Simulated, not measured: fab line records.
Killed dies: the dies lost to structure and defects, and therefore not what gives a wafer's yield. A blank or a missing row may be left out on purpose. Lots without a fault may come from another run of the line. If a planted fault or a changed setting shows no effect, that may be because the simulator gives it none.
fab line records ; flow sky130
[record] lots = 5; wafers = 15; lastDay = 50
route steps=708 shown LDD_N@253 LDD_P@255 LDD_HVN@267 LDD_HVP@278
lots untouched by any fault: they come from a run of this same line in which no faults occurred
startH: hours from the record's opening day to when the first of the lot's shown wafers began ; waitH: hours since the lot's step before ; " identical to the entry in the row above ; L1.1+2: a row that stands for several wafers ; - value missing, or start not given ; * or withheld: withheld ; < > ~ a bound
route shown NAME@n: NAME is a module with steps in the file, n the number in the route of the first one ; usual: average and standard deviation across the fault-free wafers ; same: alike in all rows ; chamber/n: place in a boat ; sites: the reading at each site ; _std_site: the values' standard deviation ; _edge_site: outer sites' mean less inner sites' ; radiusMm: how far each site lies from the wafer's centre ; mask NAME#n: copy n ; behind: the tool/chamber that last shaped the wafer ; hold: why the lot was held/for how many hours/how that ended ; device: transistor that didn't switch, given as n, p or np ; end of line: the same wafers' tests at the end of the route ; a step without rows: its recipe alone ; killed: count of dies lost to structure and defects at first sort (not the wafer's yield) ; map: a wafer's dies, marking killed ones x, the rest . and places with no die _
set.NAME: the setting that was run; set.NAME@STEP: the one run at that earlier step ; model.NAME: the simulator's own value behind a step, which no gauge read
certain route steps with their lots: each step a table, each wafer a row
services: the hour from which a tool's chamber was out of use, counted from the record's first day as startH (under 0 if before that day), plus the number of hours and why
[[steps]]
[step SKY_LDD_N_STRIP_16]
[recipe] chemistry = O2/N2; powerW = 1400; pressureMtorr = 1500; platenTempC = withheld; o2FlowSccm = 3000; n2FlowSccm = 300; overashFraction = 0.5
[usual] drypumpMotorCurrentA = 5.8/0.55; oesProductAu = 0.406/0.0046; stripTimeToEndpointS = 4.315/0.013
[same] overashFraction = 0.5
lot.wafer;tool;chamber;startH;waitH;drypumpMotorCurrentA;oesProductAu;rfHoursCounterH;stripTimeToEndpointS
L227.2;plasmaAsher-03;1;409.76;0.1;5.8;0.413;71;4.292
L227.3;plasmaAsher-03;0;409.76;0.1;6.1;0.402;-;4.302
L227.6;plasmaAsher-03;0;409.76;0.1;6.2;0.401;-;4.311
L232.2;plasmaAsher-04;1;466.91;0.1;5.0;0.401;61;4.319
L232.5;plasmaAsher-04;0;466.91;0.1;6.6;0.404;-;4.307
L232.6;plasmaAsher-04;1;466.91;0.1;5.0;0.413;-;4.326
L240.1;plasmaAsher-04;0;519.31;0.1;6.7;0.406;65;4.335
L240.2;plasmaAsher-04;1;519.31;0.1;5.0;0.405;65;4.333
L240.3;plasmaAsher-04;0;519.31;0.1;6.7;0.399;-;4.347
L248.1;plasmaAsher-04;1;583.30;0.1;5.0;0.410;71;4.311
L248.2;plasmaAsher-04;0;583.30;0.1;6.7;0.399;71;4.301
L248.4;plasmaAsher-04;1;583.30;0.1;5.0;0.407;-;4.332
L249.2;plasmaAsher-04;0;586.45;0.1;6.7;0.411;72;4.316
L249.4;plasmaAsher-04;0;586.45;0.1;6.7;0.405;-;4.334
L249.6;plasmaAsher-04;1;586.45;0.1;5.0;0.406;-;4.301
[step SKY_LDD_N_TW_MEAS_17]
[usual] LDD_N_TW = 2582/15
lot.wafer;tool;chamber;startH;waitH;LDD_N_TW
L227.2;filmMetro-02;-;409.87;0.1;2585
L227.3;filmMetro-02;-;409.87;0.1;2588
L227.6;filmMetro-02;-;409.87;0.1;2589
L232.2;filmMetro-02;-;467.02;0.1;2575
L232.5;filmMetro-02;-;467.02;0.1;2566
L232.6;filmMetro-02;-;467.02;0.1;2551
L240.1;filmMetro-02;-;519.41;0.1;2594
L240.2;filmMetro-02;-;519.41;0.1;2586
L240.3;filmMetro-02;-;519.41;0.1;2575
L248.1;filmMetro-02;-;583.40;0.1;2582
L248.2;filmMetro-02;-;583.40;0.1;2579
L248.4;filmMetro-02;-;583.40;0.1;2574
L249.2;filmMetro-01;-;586.56;0.1;2577
L249.4;filmMetro-01;-;586.56;0.1;2592
L249.6;filmMetro-01;-;586.56;0.1;2574
[step SKY_LDD_P_DEHYDRATE_00]
[recipe] tempC = 200; timeS = 60
[step SKY_LDD_P_HMDS_01]
[recipe] primeTimeS = 60; primeTempC = 120
[step SKY_LDD_P_COAT_02]
[recipe] resist = NOVOLAK; spinRpm = 3000; resistThkNm = 1140
[step SKY_LDD_P_SOFTBAKE_03]
[recipe] tempC = 90; timeS = 60; resist = NOVOLAK
[step SKY_LDD_P_EXPOSE_04]
[recipe] maskId = PSDM; na = 0.6; sourceShape = conventional; sigmaOuter = 0.6; polarization = unpolarized; targetCdNm = 380; doseMj = 138
[step SKY_LDD_P_PEB_05]
[recipe] tempC = withheld; timeS = *; resist = NOVOLAK
[step SKY_LDD_P_DEVELOP_06]
[recipe] resist = NOVOLAK; developer = TMAH; developTimeS = 60; devTempC = 23
[step SKY_LDD_P_CD_MEAS_07]
[recipe] targetCdNm = 380
[usual] cdNm = 379.4/2.1
lot.wafer;tool;chamber;startH;waitH;cdNm
L227.2;cdSem-02;-;439.33;0.1;384.3
L227.3;cdSem-02;-;439.33;0.1;382.3
L227.6;cdSem-02;-;439.33;0.1;381.4
L232.2;cdSem-02;-;510.42;0.1;378.4
L232.5;cdSem-02;-;510.42;0.1;378.7
L232.6;cdSem-02;-;510.42;0.1;378.3
L240.1;cdSem-01;-;549.16;0.1;377.5
L240.2;cdSem-01;-;549.16;0.1;378.9
L240.3;cdSem-01;-;549.16;0.1;380.6
L248.1;cdSem-02;-;612.91;0.1;382.2
L248.2;cdSem-02;-;612.91;0.1;382.6
L248.4;cdSem-02;-;612.91;0.1;382.2
L249.2;cdSem-02;-;615.73;0.1;377.7
L249.4;cdSem-02;-;615.73;0.1;376.0
L249.6;cdSem-02;-;615.73;0.1;376.5
[step SKY_LDD_P_OVL_MEAS_08]
[usual] LDD_P_OVL = 1.0/1.2
lot.wafer;tool;chamber;startH;waitH;LDD_P_OVL[nm]
L227.2;overlay-02;-;439.44;0.1;3.0
L227.3;overlay-02;-;439.44;0.1;2.2
L227.6;overlay-02;-;439.44;0.1;2.8
L232.2;overlay-02;-;510.53;0.1;1.9
L232.5;overlay-02;-;510.53;0.1;1.3
L232.6;overlay-02;-;510.53;0.1;1.4
L240.1;overlay-02;-;549.28;0.1;0.0
L240.2;overlay-02;-;549.28;0.1;0.6
L240.3;overlay-02;-;549.28;0.1;0.4
L248.1;overlay-01;-;613.03;0.1;1.8
L248.2;overlay-01;-;613.03;0.1;0.2
L248.4;overlay-01;-;613.03;0.1;0.8
L249.2;overlay-02;-;615.84;0.1;1.1
L249.4;overlay-02;-;615.84;0.1;1.2
L249.6;overlay-02;-;615.84;0.1;1.8
[step SKY_LDD_P_IMPLANT_09]
[recipe] species = BF2; energyKev = 25; doseCm2 = 1e+13; tiltDeg = withheld
[step SKY_LDD_P_STRIP_10]
[recipe] chemistry = O2/N2; powerW = 1400; pressureMtorr = 1500; platenTempC = withheld; o2FlowSccm = 3000; n2FlowSccm = 300; overashFraction = 0.5
[usual] drypumpMotorCurrentA = 5.8/0.49; oesProductAu = 0.716/0.0046; stripTimeToEndpointS = 14.16/0.044
[same] overashFraction = 0.5
lot.wafer;tool;chamber;startH;waitH;drypumpMotorCurrentA;oesProductAu;rfHoursCounterH;stripTimeToEndpointS;model.NOVOLAK_of_LDD_P_COAT_02.thkNm
L227.2;plasmaAsher-04;1;439.62;0.1;5.0;0.721;58;14.16;0
L227.3;plasmaAsher-04;0;439.62;0.1;6.7;0.717;-;14.13;0
L227.6;plasmaAsher-04;1;439.62;0.1;5.0;0.721;-;14.15;0
L232.2;plasmaAsher-04;1;510.71;0.1;5.0;0.952;63;-;196.4
L232.5;plasmaAsher-04;0;510.71;0.1;6.7;0.948;-;-;196.7
L232.6;plasmaAsher-04;1;510.71;0.1;5.0;0.943;-;-;197
L240.1;plasmaAsher-03;0;549.47;0.1;6.1;0.721;85;14.23;0
L240.2;plasmaAsher-03;1;549.47;0.1;5.8;0.716;85;14.19;0
L240.3;plasmaAsher-03;0;549.47;0.1;6.2;0.712;-;14.18;0
L248.1;plasmaAsher-02;0;613.22;0.1;5.6;0.720;19;14.15;0
L248.2;plasmaAsher-02;1;613.22;0.1;5.7;0.716;19;14.11;0
L248.4;plasmaAsher-02;0;613.22;0.1;5.6;0.717;-;14.16;0
L249.2;plasmaAsher-03;0;616.02;0.1;6.1;0.711;92;14.15;0
L249.4;plasmaAsher-03;1;616.02;0.1;5.8;0.721;-;14.16;0
L249.6;plasmaAsher-03;0;616.02;0.1;6.1;0.720;-;14.18;0
[step SKY_LDD_P_TW_MEAS_11]
[usual] LDD_P_TW = 632/3.6
lot.wafer;tool;chamber;startH;waitH;LDD_P_TW
L227.2;filmMetro-03;-;439.73;0.1;626
L227.3;filmMetro-03;-;439.73;0.1;624
L227.6;filmMetro-03;-;439.73;0.1;623
L232.2;filmMetro-03;-;510.82;0.1;632
L232.5;filmMetro-03;-;510.82;0.1;631
L232.6;filmMetro-03;-;510.82;0.1;629
L240.1;filmMetro-03;-;549.57;0.1;630
L240.2;filmMetro-03;-;549.57;0.1;630
L240.3;filmMetro-03;-;549.57;0.1;629
L248.1;filmMetro-01;-;613.32;0.1;636
L248.2;filmMetro-01;-;613.32;0.1;634
L248.4;filmMetro-01;-;613.32;0.1;630
L249.2;filmMetro-01;-;616.13;0.1;635
L249.4;filmMetro-01;-;616.13;0.1;634
L249.6;filmMetro-01;-;616.13;0.1;637
[step SKY_LDD_HVN_DEHYDRATE_00]
[recipe] tempC = 200; timeS = 60
[step SKY_LDD_HVN_HMDS_01]
[recipe] primeTimeS = 60; primeTempC = 120
[step SKY_LDD_HVN_COAT_02]
[recipe] resist = NOVOLAK; spinRpm = 3000; resistThkNm = 300
[step SKY_LDD_HVN_SOFTBAKE_03]
[recipe] tempC = 90; timeS = 60; resist = NOVOLAK
[step SKY_LDD_HVN_EXPOSE_04]
[recipe] maskId = HVNTM; na = 0.6; sourceShape = conventional; sigmaOuter = 0.6; polarization = unpolarized; targetCdNm = 700; doseMj = 127
[step SKY_LDD_HVN_PEB_05]
[recipe] tempC = withheld; timeS = *; resist = NOVOLAK
[step SKY_LDD_HVN_DEVELOP_06]
[recipe] resist = NOVOLAK; developer = TMAH; developTimeS = 60; devTempC = 23
[step SKY_LDD_HVN_OVL_MEAS_07]
[usual] LDD_HVN_OVL = 1.1/1.3
lot.wafer;tool;chamber;startH;waitH;LDD_HVN_OVL[nm]
L227.2;overlay-01;-;469.98;0.1;1.8
L227.3;overlay-01;-;469.98;0.1;1.2
L227.6;overlay-01;-;469.98;0.1;2.2
L232.2;overlay-01;-;539.93;0.1;2.7
L232.5;overlay-01;-;539.93;0.1;0.5
L232.6;overlay-01;-;539.93;0.1;0.1
L240.1;overlay-01;-;579.02;0.1;0.5
L240.2;overlay-01;-;579.02;0.1;2.4
L240.3;overlay-01;-;579.02;0.1;0.0
L248.1;overlay-01;-;641.92;0.1;0.0
L248.2;overlay-01;-;641.92;0.1;-0.4
L248.4;overlay-01;-;641.92;0.1;2.1
L249.2;overlay-01;-;643.61;0.1;1.1
L249.4;overlay-01;-;643.61;0.1;-1.4
L249.6;overlay-01;-;643.61;0.1;-1.1
[step SKY_LDD_HVN_IMPLANT_08]
[recipe] species = P; energyKev = 60; doseCm2 = 3e+13; tiltDeg = 40
[step SKY_LDD_HVN_STRIP_09]
[recipe] chemistry = O2/N2; powerW = 1400; pressureMtorr = 1500; platenTempC = withheld; o2FlowSccm = 3000; n2FlowSccm = 300; overashFraction = 0.5
[usual] drypumpMotorCurrentA = 5.7/0.43; oesProductAu = 0.408/0.0043; stripTimeToEndpointS = 4.133/0.014
[same] overashFraction = 0.5
lot.wafer;tool;chamber;startH;waitH;drypumpMotorCurrentA;oesProductAu;rfHoursCounterH;stripTimeToEndpointS
L227.2;plasmaAsher-02;0;470.16;0.1;5.6;0.415;4;4.156
L227.3;plasmaAsher-02;1;470.16;0.1;5.7;0.413;-;4.132
L227.6;plasmaAsher-02;0;470.16;0.1;5.6;0.410;-;4.149
L232.2;plasmaAsher-04;1;540.11;0.1;5.0;0.541;66;7.317
L232.5;plasmaAsher-04;0;540.11;0.1;6.7;0.544;-;7.336
L232.6;plasmaAsher-04;1;540.11;0.1;5.0;0.544;-;7.340
L240.1;plasmaAsher-02;0;579.21;0.1;5.6;0.404;15;4.131
L240.2;plasmaAsher-02;1;579.21;0.1;5.7;0.409;15;4.120
L240.3;plasmaAsher-02;1;579.21;0.1;5.7;0.409;-;4.114
L248.1;plasmaAsher-01;0;642.10;0.1;6.0;0.412;56;4.126
L248.2;plasmaAsher-01;1;642.10;0.1;5.3;0.405;56;4.140
L248.4;plasmaAsher-01;0;642.10;0.1;6.0;0.402;-;4.126
L249.2;plasmaAsher-02;1;643.79;0.1;5.6;0.413;22;4.154
L249.4;plasmaAsher-02;1;643.79;0.1;5.7;0.410;-;4.161
L249.6;plasmaAsher-02;1;643.79;0.1;5.7;0.401;-;4.152
[step SKY_LDD_HVN_TW_MEAS_10]
[usual] LDD_HVN_TW = 1432/11
lot.wafer;tool;chamber;startH;waitH;LDD_HVN_TW
L227.2;filmMetro-03;-;470.27;0.1;1429
L227.3;filmMetro-03;-;470.27;0.1;1422
L227.6;filmMetro-03;-;470.27;0.1;1431
L232.2;filmMetro-01;-;540.22;0.1;137
L232.5;filmMetro-01;-;540.22;0.1;136
L232.6;filmMetro-01;-;540.22;0.1;135
L240.1;filmMetro-04;-;579.31;0.1;1436
L240.2;filmMetro-04;-;579.31;0.1;1440
L240.3;filmMetro-04;-;579.31;0.1;1448
L248.1;filmMetro-01;-;642.20;0.1;1434
L248.2;filmMetro-01;-;642.20;0.1;1444
L248.4;filmMetro-01;-;642.20;0.1;1432
L249.2;filmMetro-03;-;643.90;0.1;1416
L249.4;filmMetro-03;-;643.90;0.1;1421
L249.6;filmMetro-03;-;643.90;0.1;1415
[step SKY_LDD_HVP_DEHYDRATE_00]
[recipe] tempC = 200; timeS = 60
[[services]]
tool;chamber;startH;hours;kind
plasmaAsher-03;-;387.40;5.2;repair
plasmaAsher-04;-;399.54;3.2;repair
plasmaAsher-04;-;418.83;3.3;repair
plasmaAsher-02;-;421.25;9.0;pm
plasmaAsher-02;0;421.25;9.0;ventCycle
plasmaAsher-02;1;421.25;9.0;ventCycle
plasmaAsher-02;0;430.25;-;clean
plasmaAsher-02;1;430.25;-;clean
plasmaAsher-03;-;464.08;0.7;repair
plasmaAsher-04;-;467.01;15.6;pm
plasmaAsher-01;-;486.39;2.0;repair
plasmaAsher-02;-;528.69;2.5;repair
plasmaAsher-02;-;542.97;0.3;repair
plasmaAsher-04;-;552.31;5.8;repair
plasmaAsher-03;-;636.09;7.9;repair
[[key]]
[firstSign] step = SKY_LDD_P_STRIP_10; reading = oesProductAu; direction = up; sigmas = 51; usual = 0.716; struck = 0.948
[effect] step = SKY_LDD_HVN_STRIP_09; reading = stripTimeToEndpointS; direction = up; sigmas = 99+; usual = *; struck = *
[effect] step = SKY_LDD_HVN_TW_MEAS_10; reading = LDD_HVN_TW; direction = down; sigmas = 99+; usual = 1432; struck = 136
[modelEffect] step = SKY_LDD_P_STRIP_10; value = NOVOLAK_of_LDD_P_COAT_02.thkNm; without = 0; struck = 196.7
metAt SKY_LDD_P_STRIP_10
struckWafers L232.2,L232.5,L232.6
sortLeftOut L232.2,L232.5,L232.6
testerLeftOut L232
onsetBetween 439.62 510.71
[fault] kind = stripAborted; tool = plasmaAsher-04; chamber = -; onsetH = 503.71; steps = SKY_LDD_P_STRIP_10; offset = 0.47084; endH = 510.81
// testerLeftOut: of these lots the tester's yield and bins aren't shown, on N5 and GAA mostly nor the transistor test; their killed dies are dies lost to structure and defects alone, not to doping, threshold or leakage, so they don't give the yield
// sortLeftOut: the simulated sort isn't trusted on such a fault, so these wafers' sort isn't shown, and their yield isn't known
